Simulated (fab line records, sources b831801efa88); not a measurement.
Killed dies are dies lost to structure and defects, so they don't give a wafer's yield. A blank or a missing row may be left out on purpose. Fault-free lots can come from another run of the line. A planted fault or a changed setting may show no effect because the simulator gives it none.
Struck lot and sound lot, side by side | flow sky130 | 20 out of 708 route steps
Sound: wafers L464.2, L464.4, L464.5. The struck wafers were L482.1, L482.2, L482.3. Last of all comes the cause.
Per side, at each step with rows, come the tool, then ch with its chambers, and then its first start. Under that, the readings that differ: sound wafers | struck wafers | difference of the means | sigmas: that difference in standard deviations of wafers without a fault.
alike: readings with means less than 2 such deviations apart, plus words and numbers identical on both sides. not compared: withheld readings, readings lacking a value on some wafer, bounds such as >300 that could conceal the same value, and numbers that have no deviation in the record and whose values overlap.
A row with sigmas, a row that says differs or no value, or rows on one side alone: a step with any of these is where the two part. When numbers do not overlap yet have no deviation, they are printed without sigmas and do not part them. A reading missing from all wafers of one side parts the sides only when that side holds two or more wafers.

SKY_RES_XHIGH_STRIP_08: strips in O2/N2.
  sound on plasma_asher-02 ch 0,1, day 28 01:57; struck on plasma_asher-01 ch 0,1, day 33 15:08
  reading                     | sound       | struck      | difference | sigmas
  drypump_motor_current_A (A) | 6.4 6.4 5.4 | 5.3 5.4 5.3 | -0.7       | -2
  alike: oes_product_au, strip_time_to_endpoint_s
  not compared: rf_hours_counter_h
SKY_RES_XHIGH_TW_MEAS_09:
  struck on film_metro-02, day 33 15:14; sound on film_metro-02, day 28 02:04
  alike: RES_XHIGH_TW
then, 7 steps without rows for these wafers: SKY_SD_N_DEHYDRATE_00 (time 60 s); SKY_SD_N_HMDS_01 (prime time 60 s); SKY_SD_N_COAT_02 (resist thk 1140 nm); SKY_SD_N_SOFTBAKE_03 (time 60 s); SKY_SD_N_EXPOSE_04 (exposes mask NSDM, target cd 380 nm); SKY_SD_N_PEB_05; SKY_SD_N_DEVELOP_06 (develop time 60 s).
SKY_SD_N_CD_MEAS_07 targets a cd of 380 nm.
  struck on cd_sem-01, day 34 18:23; sound on cd_sem-01, day 29 06:30
  alike: cd_nm
SKY_SD_N_OVL_MEAS_08:
  struck on overlay-01, day 34 18:30; sound on overlay-01, day 29 06:37
  alike: SD_N_OVL
next, for these wafers, 1 step has no rows: SKY_SD_N_IMPLANT_09.
SKY_SD_N_IMPLANT_10:
  sound on implanter-02 ch 0, day 29 06:49; struck on implanter-01 ch 0, day 34 18:41
  reading            | sound                            | struck                    | difference | sigmas
  dose_ions_cm2      | 1.0022e+14 1.0006e+14 1.0014e+14 | 9.9e+12 9.86e+12 9.88e+12 | -9.0e+13   | -99 or more
  faraday_current_uA | 561 545 588                      | 55 55 58                  | -509       | -15
SKY_SD_N_STRIP_11: strips in O2/N2.
  sound on plasma_asher-03 ch 0, day 29 06:56; struck on plasma_asher-02 ch 0,1, day 34 18:50
  reading                     | sound       | struck      | difference | sigmas
  drypump_motor_current_A (A) | 5.3 5.3 5.2 | 5.4 6.4 6.4 | +0.8       | +2
  alike: oes_product_au, strip_time_to_endpoint_s
  not compared: rf_hours_counter_h
SKY_SD_N_TW_MEAS_12:
  struck on film_metro-02, day 34 18:56; sound on film_metro-02, day 29 07:03
  alike: SD_N_TW
then, 1 step without rows for these wafers: SKY_SD_N_CLEAN_13 (cleans in SC1/SC2, time 150 s).
SKY_SD_N_RTA_14: time 2 s.
  sound on rtp_anneal-01 ch 0, day 29 07:10; struck on rtp_anneal-01 ch 0, day 34 19:03
  alike: lamp_power_pct, ramp_up_c_per_s, wafer_temp_C_max
SKY_SD_N_RS_MEAS_16: uses a four-point probe to measure.
  struck on film_metro-01, day 34 19:13; sound on film_metro-04, day 29 07:20
  reading          | sound             | struck            | difference | sigmas
  SD_N_RS (ohm/sq) | 68.85 68.65 68.66 | 70.67 70.63 70.45 | +1.86      | +19
SKY_SD_N_RS_MEAS_17: uses a four-point probe to measure.
  struck on film_metro-01, day 34 19:20; sound on film_metro-04, day 29 07:28
  alike: SD_P_RS
-- a jump in the record: the struck wafers' starts before and after are 16 days apart (it breaks off in module SD_N and resumes in module PAD_OPEN, where the first step shown is number 708 of the route) --
SKY_PAD_OPEN_PROBE_99:
  struck on prober-01, day 50 16:02; sound on prober-02, day 46 19:29
  reading                            | sound             | struck            | difference | sigmas
  model.etest.res_ndiff.rs_ohm_sq    | 120.3 120 120.9   | 125.4 124.6 123.6 | +4.1       |
  model.etest.res_ndiff_hv.rs_ohm_sq | 114.8 114.7 114.5 | 117.2 117.4 116.7 | +2.4       |
  alike: killed_at_M0_to_M3, killed_at_M4_up, killed_at_contacts, killed_at_front_end, killed_at_other, killed_dies, killed_open, killed_short

## WHERE THEY PART
At SKY_RES_XHIGH_STRIP_08 first; at SKY_SD_N_RS_MEAS_16 last (within this record only). Later steps at which nothing parts them and some readings are alike: SKY_SD_N_RS_MEAS_17, SKY_PAD_OPEN_PROBE_99.

WHY: what the simulator had put in
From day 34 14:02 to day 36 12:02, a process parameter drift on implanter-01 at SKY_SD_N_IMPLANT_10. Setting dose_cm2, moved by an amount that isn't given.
